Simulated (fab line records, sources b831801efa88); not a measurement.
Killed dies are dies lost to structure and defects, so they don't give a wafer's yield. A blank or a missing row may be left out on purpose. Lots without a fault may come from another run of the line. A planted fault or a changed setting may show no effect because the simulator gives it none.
fab line records | flow sfq_line
record lots=13 wafers=39 last_day=92
route steps=325 shown I1@74 I4@165 JJ@179 I5@237
lots that met no fault: from a run of the same line without faults
start_h: hours from the record's first day to the start of the lot's first wafer shown | wait_h: hours since the lot's step before | " the same as in the row above | L1.1+2: a row that stands for several wafers | - no value, or no start given | * or withheld: withheld | < > ~ a bound
route shown NAME@n: a module of which the file shows steps, and the number in the route of the first | usual: mean/standard deviation of fault-free wafers | same: alike in all rows | chamber/n: place in a boat | sites: the reading at each site | _std_site: their standard deviation | _edge_site: outer sites' mean less inner sites' | radius_mm: how far each site lies from the wafer's centre | mask NAME#n: copy n | behind: the tool/chamber that last shaped the wafer | hold: why the lot was held/for how many hours/how that ended | device: the transistor (n, p or np) that didn't switch | end of line: the same wafers' tests at the end of the route | a step without rows: its recipe alone | killed: dies lost to structure and defects at the first sort, not the wafer's yield | map: a wafer's dies, x killed, . not, _ none there
set.NAME: the setting as run; set.NAME@STEP: as run at that earlier step | model.NAME: the simulator's own value behind a step, which no gauge read
steps of the route over a sample of lots; a table a step, a row a wafer
services: from which hour (start_h, from the record's first day; less than 0 if before it) a tool's chamber was out of use, for how many hours, and why
## steps
# step SFQ_TRILAYER_I1_CMP_CMP_046
# recipe material=SiO2 down_force_psi=3 platen_rpm=60 pad_velocity_m_s=0.94248
# usual head_pressure_psi=3.001/0.0062 motor_current_A=10.2/0.63 slurry_filter_dp_kPa=13.50/0.14 time_to_endpoint_s=212/7.7
# columns lot.wafer tool chamber start_h wait_h head_pressure_psi motor_current_A slurry_filter_dp_kPa time_to_endpoint_s
L732.2 cmp-01 3 429.51 0.0 3.007 10.3 13.47 209
L732.1 " 1 430.51 1.0 3.005 9.8 13.58 207
L732.5 " 3 431.51 2.0 3.018 9.7 13.37 217
L733.3 cmp-02 0 436.11 0.6 3.012 10.0 13.51 210
L733.1 " 1 " " 2.998 9.1 13.31 199
L733.4 " 3 437.61 2.1 3.008 10.7 13.72 220
L734.1 cmp-02 3 439.11 0.0 2.997 11.6 13.37 227
L734.2 " 1 440.11 1.0 3.000 9.7 13.51 219
L734.5 " 3 441.11 2.0 3.006 10.5 13.45 229
L736.2 cmp-02 2 487.55 8.7 3.002 9.5 13.46 200
L736.4 " 0 488.55 9.7 3.004 9.8 13.46 213
L736.5 " 1 " " 2.999 9.5 13.33 208
L738.2 cmp-01 1 498.25 3.7 3.013 10.2 13.45 202
L738.1 " 2 " " 3.010 11.0 13.45 205
L738.4 " 3 " " 3.006 10.0 13.37 205
L742.1 cmp-02 1 535.78 2.4 2.991 9.9 13.54 196
L742.4 " 2 " " 2.998 10.4 13.65 199
L742.3 " 0 537.28 3.9 2.986 10.2 13.43 201
L747.1 cmp-01 1 584.41 0.5 2.993 10.1 13.51 202
L747.5 " 0 585.91 2.0 2.989 9.8 13.65 215
L747.6 " 1 " " 3.001 10.1 13.34 212
L749.4 cmp-01 2 639.03 1.0 3.000 11.3 13.50 227
L749.3 " 3 " " 3.003 10.0 13.46 216
L749.5 " 0 " " 3.010 9.7 13.33 218
L750.2 cmp-01 2 700.51 1.0 3.004 11.8 13.66 210
L750.1 " 3 " " 3.006 9.6 13.76 206
L750.6 " 0 " " 3.008 10.6 13.49 208
L751.3 cmp-02 1 771.45 6.5 3.009 9.3 13.95 200
L751.4 " 2 " " 3.000 9.8 13.39 202
L751.6 " 0 772.95 8.0 3.000 10.2 13.61 203
L752.3 cmp-02 0 780.45 3.5 3.005 10.7 13.51 207
L752.6 " 3 781.95 5.0 3.000 10.8 13.44 204
L752.5 " 0 " " 3.012 10.9 13.24 210
L753.2 cmp-01 1 792.35 7.0 3.002 10.0 13.54 208
L753.1 " 3 793.35 8.0 3.004 9.8 13.58 211
L753.6 " 0 " " 3.002 10.0 13.50 219
L754.1 cmp-01 0 811.27 5.4 2.999 9.9 13.51 210
L754.2 " 1 " " 2.998 10.0 13.36 213
L754.6 " 0 813.27 7.4 2.995 10.0 13.69 220
# step SFQ_TRILAYER_I1_METRO_MEASURE_047
# usual thk_nm=199.4/1
# columns lot.wafer tool chamber start_h wait_h thk_nm
L732.1 film_metro-04 - 432.63 0.1 199.1
L732.2 " - " " 199.5
L732.5 " - " " 200.6
L733.1 film_metro-03 - 439.23 0.1 198.4
L733.3 " - " " 199.1
L733.4 " - " " 200.0
L734.1 film_metro-03 - 442.23 0.1 199.7
L734.2 " - " " 199.7
L734.5 " - " " 200.2
L736.2 film_metro-04 - 490.37 0.3 199.9
L736.4 " - " " 200.7
L736.5 " - " " 199.1
L738.1 film_metro-04 - 501.37 0.1 198.6
L738.2 " - " " 196.9
L738.4 " - " " 198.1
L742.1 film_metro-03 - 538.90 0.1 197.6
L742.3 " - " " 199.6
L742.4 " - " " 213.1
L747.1 film_metro-02 - 587.03 0.1 200.1
L747.5 " - " " 198.6
L747.6 " - " " 199.2
L749.3 film_metro-04 - 641.55 0.5 199.9
L749.4 " - " " 200.9
L749.5 " - " " 200.3
L750.1 film_metro-03 - 702.63 0.1 198.1
L750.2 " - " " 199.7
L750.6 " - " " 198.2
L751.3 film_metro-03 - 774.47 0.5 198.1
L751.4 " - " " 197.8
L751.6 " - " " 198.1
L752.3 film_metro-02 - 783.47 0.5 200.3
L752.5 " - " " 201.0
L752.6 " - " " 200.3
L753.1 film_metro-03 - 794.97 0.1 200.6
L753.2 " - " " 200.6
L753.6 " - " " 200.9
L754.1 film_metro-03 - 813.89 0.1 198.7
L754.2 " - " " 199.6
L754.6 " - " " 201.2
# step SFQ_TRILAYER_I1_VIA_ETCH_VIA_ETCH_052
# recipe target=SiO2 stop_on=Nb mask_material=PR taper_deg=20 chemistry=CHF3 target_depth_nm=260 source_w=500 bias_w=80 pressure_mtorr=30 time_s=withheld
# usual drypump_motor_current_A=5.4/0.36 oes_product_au=0.853/0.0048
# columns lot.wafer tool chamber start_h wait_h drypump_motor_current_A oes_product_au
L732.1 rie_diel-04 0 597.31 0.0 5.9 0.848
L732.2 " 3 " " 5.6 0.849
L732.5 " 1 " " 5.2 0.856
L733.1 rie_diel-03 3 600.91 0.0 5.5 0.857
L733.3 " 2 " " 5.1 0.850
L733.4 " 0 " " 5.3 0.855
L734.1 rie_diel-01 2 605.71 0.0 5.7 0.858
L734.2 " 1 " " 6.0 0.847
L734.5 " 1 " " 6.0 0.851
L736.2 rie_diel-04 1 646.63 0.0 5.2 0.849
L736.4 " 0 " " 5.8 0.855
L736.5 " 2 " " 5.4 0.849
L738.1 rie_diel-01 2 659.96 0.0 5.7 0.859
L738.2 " 1 " " 6.0 0.843
L738.4 " 0 " " 5.9 0.859
L742.1 rie_diel-01 1 694.88 0.0 6.0 0.846
L742.3 " 3 " " 4.9 0.849
L742.4 " 0 " " 5.9 0.885
L747.1 rie_diel-04 2 741.17 0.0 5.4 0.856
L747.5 " 3 " " 5.6 0.853
L747.6 " 2 " " 5.4 0.855
L749.3 rie_diel-04 2 793.95 0.0 5.4 0.845
L749.4 " 1 " " 5.2 0.854
L749.5 " 0 " " 5.9 0.849
L750.1 rie_diel-03 1 865.13 0.0 4.8 0.848
L750.2 " 0 " " 5.3 0.855
L750.6 " 3 " " 5.5 0.852
L751.3 rie_diel-03 1 930.03 0.0 4.8 0.862
L751.4 " 2 " " 5.1 0.851
L751.6 " 3 " " 5.5 0.850
L752.3 rie_diel-04 3 936.03 0.0 5.6 0.853
L752.5 " 3 " " 5.6 0.858
L752.6 " 0 " " 5.8 0.852
L753.1 rie_diel-04 0 945.63 0.0 5.8 0.860
L753.2 " 2 " " 5.4 0.858
L753.6 " 0 " " 5.8 0.853
L754.1 rie_diel-03 1 962.43 0.0 4.8 0.857
L754.2 " 0 " " 5.3 0.851
L754.6 " 2 " " 5.1 0.859
# step SFQ_I4_BOW_MEAS_927
# recipe mode=bow
# usual I4_BOW=5/8.4
# columns lot.wafer tool chamber start_h wait_h I4_BOW[um]
L732.1 film_metro-04 - 1341.07 1.0 15
L732.2 " - " " 13
L732.5 " - " " 14
L733.1 film_metro-01 - 1349.29 1.0 6
L733.3 " - " " -4
L733.4 " - " " 4
L734.1 film_metro-01 - 1354.09 1.0 5
L734.2 " - " " 6
L734.5 " - " " 8
L736.2 film_metro-04 - 1378.11 1.0 1
L736.4 " - " " 2
L736.5 " - " " 8
L738.1 film_metro-01 - 1387.09 1.0 -2
L738.2 " - " " -15
L738.4 " - " " 3
L742.1 film_metro-02 - 1423.91 2.0 0
L742.3 " - " " 7
L742.4 " - " " 7
L747.1 film_metro-01 - 1464.73 2.0 15
L747.5 " - " " 9
L747.6 " - " " 3
L749.3 film_metro-04 - 1475.11 1.5 9
L749.4 " - " " 5
L749.5 " - " " 18
L750.1 film_metro-02 - 1479.87 2.0 4
L750.2 " - " " 5
L750.6 " - " " 3
L751.3 film_metro-01 - 1484.71 2.0 -6
L751.4 " - " " 4
L751.6 " - " " -7
L752.3 film_metro-01 - 1489.77 2.0 -3
L752.5 " - " " 8
L752.6 " - " " -3
L753.1 film_metro-04 - 1496.67 1.0 -15
L753.2 " - " " -20
L753.6 " - " " -12
L754.1 film_metro-02 - 1507.51 1.0 1
L754.2 " - " " -4
L754.6 " - " " 9
# step SFQ_TRILAYER_JJ_TRILAYER_DEP_SPUTTER_109
# recipe material=Nb base_pressure_pa=1.33e-06 chamber_pressure_pa=0.1333 substrate_temp_c=20 target_thk_nm=150 power_w=2000 time_s=100
# usual throttle_valve_pct=30.1/1.2
# columns lot.wafer tool chamber start_h wait_h throttle_valve_pct
L732.1 pvd_sputter-03 - 1348.52 0.0 30.8
L732.2 " - " " 29.5
L732.5 " - " " 30.5
L733.1 pvd_sputter-05 - 1353.87 0.0 31.0
L733.3 " - " " 31.5
L733.4 " - " " 28.2
L734.1 pvd_sputter-03 - 1358.65 0.0 29.8
L734.2 " - " " 29.5
L734.5 " - " " 30.6
L736.2 pvd_sputter-03 - 1383.33 0.0 29.5
L736.4 " - " " 30.6
L736.5 " - " " 30.6
L738.1 pvd_sputter-03 - 1391.74 0.0 29.6
L738.2 " - " " 30.8
L738.4 " - " " 27.9
L742.1 pvd_sputter-06 - 1543.18 0.0 29.9
L742.3 " - " " 31.6
L742.4 " - " " 30.9
L747.1 pvd_sputter-03 - 1573.14 0.0 30.5
L747.5 " - " " 28.1
L747.6 " - " " 29.5
L749.3 pvd_sputter-06 - 1583.95 0.0 31.3
L749.4 " - " " 30.7
L749.5 " - " " 30.6
L750.1 pvd_sputter-05 - 1591.84 0.0 28.2
L750.2 " - " " 31.0
L750.6 " - " " 31.1
L751.3 pvd_sputter-06 - 1595.44 0.0 30.5
L751.4 " - " " 29.9
L751.6 " - " " 30.3
L752.3 pvd_sputter-05 - 1600.34 0.0 28.4
L752.5 " - " " 31.1
L752.6 " - " " 28.4
L753.1 pvd_sputter-03 - 1603.94 0.0 29.3
L753.2 " - " " 30.9
L753.6 " - " " 30.3
L754.1 pvd_sputter-05 - 1612.36 0.0 31.4
L754.2 " - " " 30.7
L754.6 " - " " 31.7
# step SFQ_TRILAYER_I5_ETCH_VIA_ETCH_147
# recipe stop_on=Nb mask_material=PR chemistry=CHF3 target_depth_nm=360 source_w=500 bias_w=80 pressure_mtorr=30 time_s=withheld
# usual drypump_motor_current_A=5.4/0.39 oes_product_au=0.988/0.0071
# columns lot.wafer tool chamber start_h wait_h drypump_motor_current_A oes_product_au
L732.1 rie_diel-03 0 1645.95 0.0 5.3 0.991
L732.2 " 3 " " 5.5 1.002
L732.5 " 1 " " 4.8 0.995
L733.1 rie_diel-04 0 1647.15 0.0 5.8 0.977
L733.3 " 1 " " 5.2 0.980
L733.4 " 2 " " 5.4 0.980
L734.1 rie_diel-01 0 1648.35 0.0 5.9 0.988
L734.2 " 1 " " 6.0 0.993
L734.5 " 3 " " 4.9 0.981
L736.2 rie_diel-01 2 1651.95 0.0 5.7 0.992
L736.4 " 0 " " 6.0 0.991
L736.5 " 3 " " 4.8 0.990
L738.1 rie_diel-04 3 1662.39 0.0 5.6 0.985
L738.2 " 1 " " 5.2 0.976
L738.4 " 2 " " 5.5 0.984
L742.1 rie_diel-03 2 1809.03 0.0 5.1 0.993
L742.3 " 3 " " 5.5 0.976
L742.4 " 1 " " 4.8 1.001
L747.1 rie_diel-04 2 1856.00 0.0 5.4 0.985
L747.5 " 3 " " 5.7 0.992
L747.6 " 0 " " 5.8 0.993
L749.3 rie_diel-03 3 1858.40 0.0 5.5 0.983
L749.4 " 0 " " 5.3 0.993
L749.5 " 3 " " 5.5 0.979
L750.1 rie_diel-04 0 1859.60 0.0 5.8 0.989
L750.2 " 3 " " 5.6 0.993
L750.6 " 1 " " 5.2 0.994
L751.3 rie_diel-01 3 1860.80 0.0 4.8 0.990
L751.4 " 1 " " 6.1 0.985
L751.6 " 0 " " 5.9 0.982
L752.3 rie_diel-04 0 1877.72 0.0 5.9 0.995
L752.5 " 0 " " 5.9 0.994
L752.6 " 3 " " 5.6 1.001
L753.1 rie_diel-03 3 1882.32 0.0 5.5 0.977
L753.2 " 2 " " 5.1 0.987
L753.6 " 0 " " 5.3 0.993
L754.1 rie_diel-01 2 1885.92 0.0 5.7 0.985
L754.2 " 0 " " 6.0 0.991
L754.6 " 3 " " 4.8 0.992
## services
# columns tool chamber start_h hours kind
rie_diel-03 0 418.95 24.7 repair
rie_diel-04 - 447.70 0.8 repair
rie_diel-03 3 501.05 22.1 repair
rie_diel-04 - 574.52 0.8 repair
rie_diel-04 1 664.61 4.5 repair
rie_diel-04 - 682.44 0.2 repair
rie_diel-04 0 735.01 15.6 repair
rie_diel-04 1 736.22 6.3 repair
rie_diel-04 1 800.35 4.6 repair
rie_diel-04 - 902.56 0.2 repair
rie_diel-04 0 910.24 3.3 repair
rie_diel-04 3 917.57 4.0 repair
rie_diel-04 1 934.97 8.4 repair
rie_diel-04 1 969.27 14.8 repair
rie_diel-04 - 1124.00 2.8 pm
rie_diel-04 2 1139.32 2.0 repair
rie_diel-04 1 1235.23 6.2 repair
rie_diel-04 1 1246.28 7.5 repair
rie_diel-04 1 1286.85 3.7 repair
rie_diel-04 1 1307.47 11.6 repair
rie_diel-04 3 1329.45 11.3 repair
rie_diel-04 2 1444.93 9.9 repair
rie_diel-04 - 1522.00 15.6 pm
rie_diel-04 2 1649.89 8.6 repair
## key
first_sign step=SFQ_TRILAYER_I1_METRO_MEASURE_047 reading=thk_nm direction=up sigmas=13 usual=199.4 struck=213.1
effect step=SFQ_TRILAYER_I1_VIA_ETCH_VIA_ETCH_052 reading=oes_product_au direction=up sigmas=6.7 usual=0.853 struck=0.885
met_at SFQ_TRILAYER_I1_CMP_CMP_046
struck_lots L742
struck_wafers L742.4
not_acting_at SFQ_I4_BOW_MEAS_927,SFQ_TRILAYER_JJ_TRILAYER_DEP_SPUTTER_109,SFQ_TRILAYER_I5_ETCH_VIA_ETCH_147
onset_between 487.55 535.78
fault kind=process_parameter_drift tool=cmp-02 chamber=- onset_h=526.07 steps=SFQ_TRILAYER_I1_CMP_CMP_046 channel=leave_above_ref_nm offset=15 shape=step end_h=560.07 scope=struck_wafers_only acts_in=these_recipes_only stated=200
